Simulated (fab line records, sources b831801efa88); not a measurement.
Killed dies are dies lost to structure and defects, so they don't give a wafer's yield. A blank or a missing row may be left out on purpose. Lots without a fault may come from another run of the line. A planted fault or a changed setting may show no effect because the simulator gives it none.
fab line records | flow sky130
record lots=6 wafers=18 last_day=50
route steps=708 shown SONOS_ONO@180 GATE_OXIDE@187 PAD_OPEN@708
lots that met no fault: from a run of the same line without faults
start_h: hours from the record's first day to the start of the lot's first wafer shown | wait_h: hours since the lot's step before | " the same as in the row above | L1.1+2: a row that stands for several wafers | - no value, or no start given | * or withheld: withheld | < > ~ a bound
route shown NAME@n: a module of which the file shows steps, and the number in the route of the first | usual: mean/standard deviation of fault-free wafers | same: alike in all rows | chamber/n: place in a boat | sites: the reading at each site | _std_site: their standard deviation | _edge_site: outer sites' mean less inner sites' | radius_mm: how far each site lies from the wafer's centre | mask NAME#n: copy n | behind: the tool/chamber that last shaped the wafer | hold: why the lot was held/for how many hours/how that ended | device: the transistor (n, p or np) that didn't switch | end of line: the same wafers' tests at the end of the route | a step without rows: its recipe alone | killed: dies lost to structure and defects at the first sort, not the wafer's yield | map: a wafer's dies, x killed, . not, _ none there
set.NAME: the setting as run; set.NAME@STEP: as run at that earlier step | model.NAME: the simulator's own value behind a step, which no gauge read
lots at some steps of the route; a table a step, a row a wafer
services: from which hour (start_h, from the record's first day; less than 0 if before it) a tool's chamber was out of use, for how many hours, and why
## steps
# step SKY_SONOS_ONO_DEVELOP_12
# recipe develop_time_s=60 dev_temp_c=23
# step SKY_SONOS_ONO_CD_MEAS_13
# recipe target_cd_nm=410
# usual cd_nm=409.3/2.3
# columns lot.wafer tool chamber start_h wait_h cd_nm
L137.2 cd_sem-02 - 283.92 0.1 406.0
L137.4 " - " " 407.3
L137.6 " - " " 405.4
L139.3 cd_sem-02 - 302.77 0.1 412.3
L139.4 " - " " 411.2
L139.6 " - " " 412.4
L143.1 cd_sem-02 - 334.74 0.1 411.4
L143.5 " - " " 411.5
L143.6 " - " " 412.3
L148.2 cd_sem-02 - 371.31 0.1 409.3
L148.4 " - " " 407.4
L148.6 " - " " 408.7
L159.2 cd_sem-01 - 476.97 0.1 411.0
L159.3 " - " " 409.5
L159.4 " - " " 411.4
L160.1 cd_sem-01 - 487.43 0.1 405.6
L160.2 " - " " 406.7
L160.6 " - " " 408.3
# step SKY_SONOS_ONO_OVL_MEAS_14
# usual SONOS_ONO_OVL=0.4/1.4
# columns lot.wafer tool chamber start_h wait_h SONOS_ONO_OVL[nm]
L137.2 overlay-01 - 284.03 0.1 0.7
L137.4 " - " " -0.8
L137.6 " - " " -0.2
L139.3 overlay-02 - 302.86 0.1 -0.2
L139.4 " - " " 1.6
L139.6 " - " " -1.7
L143.1 overlay-02 - 334.86 0.1 -2.0
L143.5 " - " " -0.4
L143.6 " - " " -1.6
L148.2 overlay-01 - 371.42 0.1 2.0
L148.4 " - " " 1.6
L148.6 " - " " 1.6
L159.2 overlay-01 - 477.08 0.1 0.6
L159.3 " - " " 0.6
L159.4 " - " " 0.6
L160.1 overlay-02 - 487.55 0.1 -1.5
L160.2 " - " " -0.5
L160.6 " - " " -1.6
# step SKY_SONOS_ONO_ETCH_15
# recipe target_depth_nm=19.52 chemistry=CHF3/O2 source_w=600 bias_w=200 pressure_mtorr=40 chf3_flow_sccm=50 O2_flow_sccm=5 time_s=7.8
# usual chf3_flow_sccm=50.01/0.17 drypump_motor_current_A=5.9/0.57 oes_product_au=1.003/0.013 throttle_valve_pct=8.825/0.01
# columns lot.wafer tool chamber start_h wait_h chf3_flow_sccm drypump_motor_current_A oes_product_au rf_hours_counter_h throttle_valve_pct
L137.2 rie_diel-01 1 284.06 0.0 50.15 6.5 1.003 9 8.816
L137.4 " 0 " " 50.05 6.1 1.008 9 8.828
L137.6 " 3 " " 50.05 5.4 0.994 - 8.818
L139.3 rie_diel-01 0 302.89 0.0 50.18 6.1 1.015 9 8.830
L139.4 " 1 " " 49.97 6.5 1.013 - 8.832
L139.6 " 2 " " 50.26 5.9 1.007 - 8.821
L143.1 rie_diel-02 2 334.90 0.0 49.85 5.5 0.994 120 8.838
L143.5 " 1 " " 49.50 4.8 0.979 - 8.813
L143.6 " 2 " " 49.91 5.5 1.001 - 8.822
L148.2 rie_diel-02 0 371.45 0.0 49.85 6.2 0.994 59 8.802
L148.4 " 1 " " 50.05 4.8 0.982 5 8.823
L148.6 " 0 " " 49.93 6.2 0.985 - 8.824
L159.2 rie_diel-04 3 477.11 0.0 49.94 5.2 0.980 3 8.833
L159.3 " 0 " " 49.86 6.1 0.988 7 8.811
L159.4 " 1 " " 50.26 5.0 0.992 11 8.826
L160.1 rie_diel-01 1 487.59 0.0 50.01 6.5 1.011 13 8.828
L160.2 " 3 " " 49.99 5.4 1.016 33 8.813
L160.6 " 3 " " 50.12 5.4 1.005 - 8.839
# step SKY_SONOS_ONO_WET_ETCH_16
# recipe chemistry=dHF target_depth_nm=14 dry=n2_spin target=SiO2 dilution=100:1 temp_c=25 time_s=280
# step SKY_SONOS_ONO_STRIP_17
# recipe chemistry=O2/N2 power_w=1400 pressure_mtorr=1500 platen_temp_c=withheld o2_flow_sccm=3000 n2_flow_sccm=300 overash_fraction=0.5
# usual drypump_motor_current_A=6.10/0.21 o2_flow_sccm=3000/8.6 oes_product_au=0.710/0.0048 strip_time_to_endpoint_s=14.11/0.035
# columns lot.wafer tool chamber start_h wait_h drypump_motor_current_A o2_flow_sccm oes_product_au rf_hours_counter_h strip_time_to_endpoint_s
L137.2 plasma_asher-03 0 284.17 0.0 5.72 2986 0.704 15 14.09
L137.4 " 0 " " 5.70 2988 0.704 - 14.10
L137.6 " 1 " " 6.19 3013 0.711 - 14.11
L139.3 plasma_asher-03 1 303.03 0.0 6.16 2999 0.717 - 14.10
L139.4 " 0 " " 5.70 2997 0.713 - 14.10
L139.6 " 1 " " 6.15 2998 0.712 - 14.07
L143.1 plasma_asher-03 1 335.01 0.0 6.18 2998 0.703 20 14.10
L143.5 " 1 " " 6.18 2984 0.708 - 14.06
L143.6 " 0 " " 5.70 2998 0.713 - 14.13
L148.2 plasma_asher-04 0 371.57 0.0 6.24 3004 0.708 64 14.11
L148.4 " 0 " " 6.25 3013 0.709 - 14.14
L148.6 " 0 " " 6.26 3022 0.709 - 14.15
L159.2 plasma_asher-02 1 477.22 0.0 6.31 2999 0.714 69 14.09
L159.3 " 0 " " 6.10 3001 0.713 - 14.08
L159.4 " 1 " " 6.33 3003 0.710 - 14.03
L160.1 plasma_asher-04 0 487.69 0.0 6.23 2997 0.706 5 14.06
L160.2 " 1 " " 6.10 2999 0.719 5 14.07
L160.6 " 0 " " 6.22 2987 0.705 - 14.13
# step SKY_SONOS_ONO_WET_ETCH_18
# recipe chemistry=H3PO4 target_depth_nm=15 target=Si3N4 temp_c=160 time_s=172
# step SKY_GATE_OXIDE_CLEAN_00
# recipe chemistry=SC1/SC2 mix=1:4:20 temp_c=70 time_s=150 dry=n2_spin
# step SKY_GATE_OXIDE_OXIDATION_01
# recipe temp_c=900 ambient=O2 stabilise_s=600 purge_s=300 target_thk_a=102.68 ox_time_s=1473
# step SKY_GATE_OXIDE_THK_MEAS_02
# recipe reads=SiO2_of_GATE_OXIDE_OXIDATION_01
# usual GATE_OXIDE_OXIDATION_00_THK=10.33/0.17
# columns lot.wafer tool chamber start_h wait_h GATE_OXIDE_OXIDATION_00_THK[nm]
L137.2 film_metro-01 - 285.80 0.0 10.08
L137.4 " - " " 10.49
L137.6 " - " " 10.26
L139.3 film_metro-04 - 306.84 0.0 10.55
L139.4 " - " " 10.35
L139.6 " - " " 10.32
L143.1 film_metro-01 - 336.63 0.0 10.07
L143.5 " - " " 10.30
L143.6 " - " " 10.04
L148.2 film_metro-04 - 374.19 0.0 10.19
L148.4 " - " " 10.21
L148.6 " - " " 10.05
L159.2 film_metro-03 - 478.85 0.0 10.49
L159.3 " - " " 10.44
L159.4 " - " " 10.37
L160.1 film_metro-04 - 489.31 0.0 10.42
L160.2 " - " " 10.28
L160.6 " - " " 10.47
# step SKY_GATE_OXIDE_DEHYDRATE_03
# recipe temp_c=200 time_s=60
# step SKY_GATE_OXIDE_HMDS_04
# recipe prime_time_s=60 prime_temp_c=120
# step SKY_GATE_OXIDE_COAT_05
# recipe resist=NOVOLAK spin_rpm=3000 resist_thk_nm=1140
# usual chill_plate_temp_C=22.99/0.098
# columns lot.wafer tool chamber start_h wait_h chill_plate_temp_C model.NOVOLAK_of_GATE_OXIDE_COAT_05.thk_nm
L137.2 litho_track-03 0 297.66 0.1 23.03 1139
L137.4 " 0 " " 22.92 1140
L137.6 " 0 " " 23.03 1138
L139.3 litho_track-02 0 319.14 0.1 23.03 1139
L139.4 " 0 " " 22.93 1140
L139.6 " 0 " " 23.16 1137
L143.1 litho_track-02 0 349.59 0.1 22.88 1142
L143.5 " 0 " " 22.80 1139
L143.6 " 0 " " 22.98 1143
L148.2 litho_track-02 0 387.86 0.1 23.15 1144
L148.4 " 0 " " 22.93 1137
L148.6 " 0 " " 23.07 1142
L159.2 litho_track-03 0 493.75 0.1 22.97 383.9
L159.3 " 0 " " 23.07 382.7
L159.4 " 0 " " 23.12 383.1
L160.1 litho_track-03 0 504.13 0.1 23.10 382.7
L160.2 " 0 " " 23.00 381.4
L160.6 " 0 " " 23.09 378.9
# step SKY_GATE_OXIDE_SOFTBAKE_06
# recipe temp_c=90 time_s=60 resist=NOVOLAK
# step SKY_GATE_OXIDE_EXPOSE_07
# recipe mask_id=LVOM na=0.6 source_shape=conventional sigma_outer=0.6 polarization=unpolarized target_cd_nm=600 dose_mj=170
# step SKY_GATE_OXIDE_PEB_08
# recipe temp_c=withheld time_s=* resist=NOVOLAK
# step SKY_GATE_OXIDE_DEVELOP_09
# recipe resist=NOVOLAK developer=TMAH develop_time_s=60 dev_temp_c=23
# usual chill_plate_temp_C=23.00/0.09
# columns lot.wafer tool chamber start_h wait_h chill_plate_temp_C model.NOVOLAK_of_GATE_OXIDE_COAT_05.thk_nm
L137.2 litho_track-02 0 311.31 0.1 23.05 1139
L137.4 " 0 " " 23.04 1140
L137.6 " 0 " " 23.14 1137
L139.3 litho_track-01 0 332.25 0.1 23.13 1139
L139.4 " 0 " " 23.02 1140
L139.6 " 0 " " 23.08 1136
L143.1 litho_track-02 0 363.09 0.1 22.95 1142
L143.5 " 0 " " 22.99 1139
L143.6 " 0 " " 22.89 1143
L148.2 litho_track-02 0 402.31 0.1 23.03 1143
L148.4 " 0 " " 22.85 1137
L148.6 " 0 " " 22.99 1142
L159.2 litho_track-03 0 509.50 0.1 22.83 383.5
L159.3 " 0 " " 22.91 382.2
L159.4 " 0 " " 22.92 382.7
L160.1 litho_track-01 0 519.90 0.1 23.08 382.3
L160.2 " 0 " " 22.93 381
L160.6 " 0 " " 22.91 378.4
# step SKY_GATE_OXIDE_OVL_MEAS_10
# usual GATE_OXIDE_OVL=0.5/1.8
# columns lot.wafer tool chamber start_h wait_h GATE_OXIDE_OVL[nm]
L137.2 overlay-02 - 311.45 0.1 0.0
L137.4 " - " " -0.2
L137.6 " - " " 1.7
L139.3 overlay-02 - 332.36 0.1 -1.9
L139.4 " - " " -2.3
L139.6 " - " " -0.7
L143.1 overlay-02 - 363.24 0.1 -2.7
L143.5 " - " " -0.7
L143.6 " - " " -2.6
L148.2 overlay-01 - 402.44 0.1 1.3
L148.4 " - " " 0.4
L148.6 " - " " 0.3
L159.2 overlay-01 - 509.64 0.1 0.4
L159.3 " - " " 0.9
L159.4 " - " " 0.6
L160.1 overlay-01 - 520.05 0.1 1.2
L160.2 " - " " 1.4
L160.6 " - " " 1.2
# step SKY_GATE_OXIDE_IMPLANT_11
# recipe species=B energy_kev=10 dose_cm2=2.6e+12 tilt_deg=withheld
# step SKY_GATE_OXIDE_WET_ETCH_12
# recipe chemistry=dHF target_depth_nm=16.8 dry=n2_spin target=SiO2 dilution=100:1 temp_c=25 time_s=336
# step SKY_GATE_OXIDE_STRIP_13
# recipe chemistry=O2/N2 power_w=1400 pressure_mtorr=1500 platen_temp_c=withheld o2_flow_sccm=3000 n2_flow_sccm=300 overash_fraction=0.5
# usual drypump_motor_current_A=6.05/0.26 o2_flow_sccm=3000/9.7 oes_product_au=0.716/0.0043 strip_time_to_endpoint_s=14.18/0.039
# columns lot.wafer tool chamber start_h wait_h drypump_motor_current_A o2_flow_sccm oes_product_au rf_hours_counter_h strip_time_to_endpoint_s
L137.2 plasma_asher-01 0 311.74 0.0 5.82 2983 0.721 62 14.15
L137.4 " 0 " " 5.82 2974 0.720 - 14.18
L137.6 " 0 " " 5.79 2973 0.718 - 14.15
L139.3 plasma_asher-02 0 332.68 0.0 6.07 3006 0.716 - 14.18
L139.4 " 1 " " 6.30 3013 0.712 - 14.18
L139.6 " 0 " " 6.05 3004 0.722 - 14.14
L143.1 plasma_asher-02 1 363.55 0.0 6.36 3004 0.721 57 14.20
L143.5 " 1 " " 6.36 3006 0.714 - 14.17
L143.6 " 0 " " 6.08 2998 0.715 - 14.22
L148.2 plasma_asher-02 0 402.73 0.0 6.12 3005 0.717 61 14.22
L148.4 " 0 " " 6.11 2981 0.716 - 14.15
L148.6 " 0 " " 6.06 3003 0.715 - 14.21
L159.2 plasma_asher-02 0 509.92 0.0 6.04 3003 0.456 73 5.21
L159.3 " 1 " " 6.37 3002 0.447 - 5.20
L159.4 " 0 " " 6.07 3001 0.459 - 5.20
L160.1 plasma_asher-03 0 520.35 0.0 5.72 2999 0.451 38 5.20
L160.2 " 1 " " 6.15 3012 0.450 38 5.18
L160.6 " 1 " " 6.14 3000 0.450 - 5.14
# step SKY_GATE_OXIDE_TW_MEAS_14
# usual GATE_OXIDE_TW=224.1/1.9
# columns lot.wafer tool chamber start_h wait_h GATE_OXIDE_TW
L137.2 film_metro-01 - 311.85 0.1 226.2
L137.4 " - " " 226.2
L137.6 " - " " 226.0
L139.3 film_metro-01 - 332.77 0.1 222.5
L139.4 " - " " 223.9
L139.6 " - " " 223.2
L143.1 film_metro-01 - 363.65 0.1 222.4
L143.5 " - " " 224.7
L143.6 " - " " 224.1
L148.2 film_metro-01 - 402.84 0.1 222.9
L148.4 " - " " 223.4
L148.6 " - " " 223.5
L159.2 film_metro-01 - 510.03 0.1 223.0
L159.3 " - " " 222.9
L159.4 " - " " 222.3
L160.1 film_metro-03 - 520.45 0.1 223.7
L160.2 " - " " 222.3
L160.6 " - " " 223.8
# step SKY_PAD_OPEN_PROBE_99
# usual killed_at_M0_to_M3=43/6.8 killed_at_M4_up=3.3/2.1 killed_at_contacts=24/5 killed_at_front_end=15/4.4 killed_at_other=0.3/0.57 killed_dies=86/9.7 killed_open=47/7.3 killed_short=39/6.1
# same gross_dies=492 killed_at_back_side=0
# columns lot.wafer tool chamber start_h wait_h killed_at_M0_to_M3 killed_at_M4_up killed_at_contacts killed_at_front_end killed_at_other killed_dies killed_open killed_short
L139.3 prober-02 - 1093.77 0.2 41 8 17 15 1 82 37 45
L139.4 prober-02 - 1093.82 0.2 40 4 25 16 0 85 45 39
L139.6 prober-02 - 1093.92 0.2 35 3 24 18 0 80 41 39
L143.1 prober-02 - 1120.82 0.1 40 1 26 11 0 78 43 35
L143.5 prober-02 - 1121.02 0.2 39 3 19 16 0 77 33 44
L143.6 prober-02 - 1121.07 0.2 49 3 23 18 1 94 59 34
L160.1 prober-01 - 1206.46 0.1 42 2 19 22 0 85 41 43
L160.2 prober-01 - 1206.51 0.1 43 1 31 17 0 92 47 43
L160.6 prober-01 - 1206.71 0.2 38 0 26 21 1 86 47 38
# killed by level:class
L139.3 CONTACT:geometric_particle:short=9 VIA1:geometric_particle:open=9 FIELD_ISO:geometric_particle:open=6 METAL4:geometric_particle:short=6 METAL3:geometric_particle:short=6 VIA3:geometric_particle:open=6 POLY_GATE:geometric_particle:short=4 CONTACT:geometric_particle:open=4
L139.4 CONTACT:geometric_particle:open=8 VIA1:geometric_particle:open=8 VIA3:geometric_particle:open=8 LI_CONTACT:geometric_particle:open=6 CONTACT:geometric_particle:short=5 METAL1:geometric_particle:short=5 VIA1:geometric_particle:short=5 POLY_GATE:geometric_particle:short=4
L139.6 CONTACT:geometric_particle:open=9 VIA1:geometric_particle:short=7 VIA1:geometric_particle:open=7 FIELD_ISO:geometric_particle:open=6 VIA2:geometric_particle:open=6 LI_CONTACT:geometric_particle:open=5 CONTACT:geometric_particle:short=5 POLY_GATE:geometric_particle:short=4
L143.1 CONTACT:geometric_particle:open=10 VIA1:geometric_particle:open=10 LI_CONTACT:geometric_particle:open=7 METAL2:geometric_particle:short=6 VIA1:geometric_particle:short=5 CONTACT:geometric_particle:short=4 METAL1:geometric_particle:short=4 VIA2:geometric_particle:open=4
L143.5 CONTACT:geometric_particle:open=8 POLY_GATE:geometric_particle:short=6 VIA1:geometric_particle:short=6 VIA1:geometric_particle:open=6 VIA2:geometric_particle:short=6 METAL2:geometric_particle:short=5 METAL3:geometric_particle:short=5 VIA3:geometric_particle:open=5
L143.6 VIA3:geometric_particle:open=11 VIA1:geometric_particle:open=10 CONTACT:geometric_particle:open=9 VIA2:geometric_particle:open=8 POLY_GATE:geometric_particle:open=6 CONTACT:geometric_particle:short=5 VIA1:geometric_particle:short=5 LI_CONTACT:geometric_particle:open=4
L160.1 VIA3:geometric_particle:open=9 CONTACT:geometric_particle:open=9 METAL1:geometric_particle:short=9 FIELD_ISO:geometric_particle:short=8 VIA1:geometric_particle:open=6 VIA2:geometric_particle:open=6 POLY_GATE:geometric_particle:short=5 POLY_GATE:geometric_particle:open=5
L160.2 CONTACT:geometric_particle:open=13 CONTACT:geometric_particle:short=9 VIA1:geometric_particle:open=8 FIELD_ISO:geometric_particle:short=7 VIA3:geometric_particle:short=6 LI_CONTACT:geometric_particle:open=6 VIA2:geometric_particle:open=6 METAL1:geometric_particle:short=5
L160.6 LI_CONTACT:geometric_particle:open=9 VIA1:geometric_particle:open=9 CONTACT:geometric_particle:open=7 VIA2:geometric_particle:short=6 VIA3:geometric_particle:open=5 METAL1:geometric_particle:short=5 POLY_GATE:geometric_particle:open=4 LOCAL_INTERCONNECT:geometric_particle:short=4
## services
# columns tool chamber start_h hours kind
rie_diel-01 2 291.94 5.5 repair
rie_diel-02 0 292.04 5.2 repair
rie_diel-01 3 301.54 4.8 repair
rie_diel-01 3 314.36 4.6 repair
rie_diel-02 3 314.55 7.2 repair
rie_diel-02 2 339.36 - clean
rie_diel-02 2 339.36 15.1 scheduled_down
rie_diel-02 2 339.36 15.1 vent_cycle
plasma_asher-04 - 342.92 3.4 repair
plasma_asher-04 - 346.48 14.6 pm
rie_diel-02 0 353.46 2.4 repair
plasma_asher-03 - 373.65 14.6 pm
rie_diel-04 3 381.19 11.3 repair
rie_diel-01 - 413.18 2.8 pm
plasma_asher-04 - 421.25 9.0 pm
plasma_asher-04 0 421.25 9.0 vent_cycle
plasma_asher-04 1 421.25 9.0 vent_cycle
plasma_asher-04 0 430.25 - clean
rie_diel-01 2 435.89 7.2 repair
rie_diel-01 0 442.65 9.2 repair
plasma_asher-04 - 471.61 11.1 repair
plasma_asher-01 - 473.88 1.2 repair
plasma_asher-01 - 491.65 4.8 repair
rie_diel-01 - 494.05 0.4 repair
## key
first_sign step=SKY_GATE_OXIDE_STRIP_13 reading=strip_time_to_endpoint_s direction=down sigmas=99+ usual=* struck=*
effect step=SKY_GATE_OXIDE_STRIP_13 reading=oes_product_au direction=down sigmas=62 usual=0.716 struck=0.452
model_effect step=SKY_GATE_OXIDE_COAT_05 value=NOVOLAK_of_GATE_OXIDE_COAT_05.thk_nm without=1139 struck=382.1
model_effect step=SKY_GATE_OXIDE_DEVELOP_09 value=NOVOLAK_of_GATE_OXIDE_COAT_05.thk_nm without=1139 struck=381.7
met_at SKY_GATE_OXIDE_COAT_05
struck_wafers L159.2,L159.3,L159.4,L160.1,L160.2,L160.6
tester_left_out L159,L160
onset_between 297.66 493.75
also_fits time
fault kind=process_parameter_drift tool=litho_track-03 chamber=- onset_h=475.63 steps=SKY_GATE_OXIDE_COAT_05 channel=resist_thk_nm offset=-757.54 shape=step end_h=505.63 acts_in=these_recipes_only stated=1140
# tester_left_out: of these lots the tester's yield and bins aren't shown, on N5 and GAA mostly nor the transistor test; their killed dies are dies lost to structure and defects alone, not to doping, threshold or leakage, so they don't give the yield
